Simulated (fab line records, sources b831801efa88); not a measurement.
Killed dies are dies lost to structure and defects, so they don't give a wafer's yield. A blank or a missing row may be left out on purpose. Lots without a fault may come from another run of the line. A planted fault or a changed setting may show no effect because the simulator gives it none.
Split-lot experiment | flow gf180mcu | 5 lots, 27 wafers read, on a route of 602 steps

THE SPLIT
At GF_STI_CVD_03 (deposits Si3N4 from DCS/NH3, target thk 207.16 nm, time 3551 s), the setting time_s was moved away from the recipe's 3551 s on 18 of the 27 wafers read, by -37.9% to +58.5%. The other wafers ran this setting at the recipe's value.

FROM THE SPLIT TO THE READING: what the file shows between them, 4 steps
- GF_STI_THK_MEAS_04
- GF_STI_DEHYDRATE_05: time 60 s
- GF_STI_HMDS_06: prime time 60 s
- GF_STI_DEVELOP_11: develop time 60 s

THE READING
oes_product_au, in a.u., at GF_STI_ETCH_13 (etches the open film in CHF3/O2, stops on Si, target depth 282.31 nm, time 112.9 s). Fault-free wafers of this fab line usually give 0.832 a.u., standard deviation 0.0063 a.u..

wafer  | tool, chamber at the split | time_s as run, s | against the recipe | oes_product_au, a.u. | against lot-mates on the recipe
L074.1 | -, -                       | 5629             | +58.5%             | 1.016                | no lot-mate on the recipe
L074.2 | -, -                       | 5629             | +58.5%             | 1.003                | no lot-mate on the recipe
L074.3 | -, -                       | 5629             | +58.5%             | 1.006                | no lot-mate on the recipe
L074.4 | -, -                       | 5629             | +58.5%             | 1.007                | no lot-mate on the recipe
L074.5 | -, -                       | 5629             | +58.5%             | 1.002                | no lot-mate on the recipe
L074.6 | -, -                       | 5629             | +58.5%             | 1.012                | no lot-mate on the recipe
L076.1 | lpcvd-02, 0                | 3551             | recipe             | 0.840                | -
L076.2 | lpcvd-02, 0                | 3551             | recipe             | 0.836                | -
L076.4 | lpcvd-02, 0                | 3551             | recipe             | 0.829                | -
L080.1 | -, -                       | 2206             | -37.9%             | 0.653                | no lot-mate on the recipe
L080.2 | -, -                       | 2206             | -37.9%             | 0.657                | no lot-mate on the recipe
L080.3 | -, -                       | 2206             | -37.9%             | 0.667                | no lot-mate on the recipe
L080.4 | -, -                       | 2206             | -37.9%             | 0.655                | no lot-mate on the recipe
L080.5 | -, -                       | 2206             | -37.9%             | 0.648                | no lot-mate on the recipe
L080.6 | -, -                       | 2206             | -37.9%             | 0.661                | no lot-mate on the recipe
L083.1 | -, -                       | 3551             | recipe             | 0.828                | -
L083.2 | -, -                       | 3551             | recipe             | 0.821                | -
L083.3 | -, -                       | 3551             | recipe             | 0.826                | -
L083.4 | -, -                       | 3551             | recipe             | 0.832                | -
L083.5 | -, -                       | 3551             | recipe             | 0.828                | -
L083.6 | -, -                       | 3551             | recipe             | 0.819                | -
L085.1 | -, -                       | 4591             | +29.3%             | 0.969                | no lot-mate on the recipe
L085.2 | -, -                       | 4591             | +29.3%             | 0.960                | no lot-mate on the recipe
L085.3 | -, -                       | 4591             | +29.3%             | 0.969                | no lot-mate on the recipe
L085.4 | -, -                       | 4591             | +29.3%             | 0.973                | no lot-mate on the recipe
L085.5 | -, -                       | 4591             | +29.3%             | 0.967                | no lot-mate on the recipe
L085.6 | -, -                       | 4591             | +29.3%             | 0.971                | no lot-mate on the recipe

THE FIT
A straight line over all 27 wafers: oes_product_au changes by +0.00377 a.u. for each +1% of time_s; r = +0.98; the points scatter about the line by 0.028 a.u..
Too few moved wafers have a lot-mate on the recipe to fit a line with each lot's own level taken away.

THE WHOLE CHAIN: every reading that the file lists as answering this split, in the file's order
step               | what it does                                                                       | reading                                                                     | change (the file's fit)                   | r (the file's)
GF_STI_CVD_03      | deposits Si3N4 from DCS/NH3, target thk 207.16 nm, time 3551 s                     | Si3N4_of_STI_CVD_03.thk_nm (the simulator's own value, which no gauge read) | +2.11 nm for each +1% of the setting      | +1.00
GF_STI_THK_MEAS_04 |                                                                                    | STI_CVD_03_THK                                                              | +2.11 for each +1% of the setting         | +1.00
GF_STI_ETCH_13     | etches the open film in CHF3/O2, stops on Si, target depth 282.31 nm, time 112.9 s | oes_product_au                                                              | +0.00377 a.u. for each +1% of the setting | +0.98
GF_STI_ETCH_13     | etches the open film in CHF3/O2, stops on Si, target depth 282.31 nm, time 112.9 s | etch.depth_nm (the simulator's own value, which no gauge read)              | +1.57 nm for each +1% of the setting      | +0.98

THE FILE'S OWN FIT
oes_product_au changes by +0.00377 a.u. for each +1% of time_s, r = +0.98.
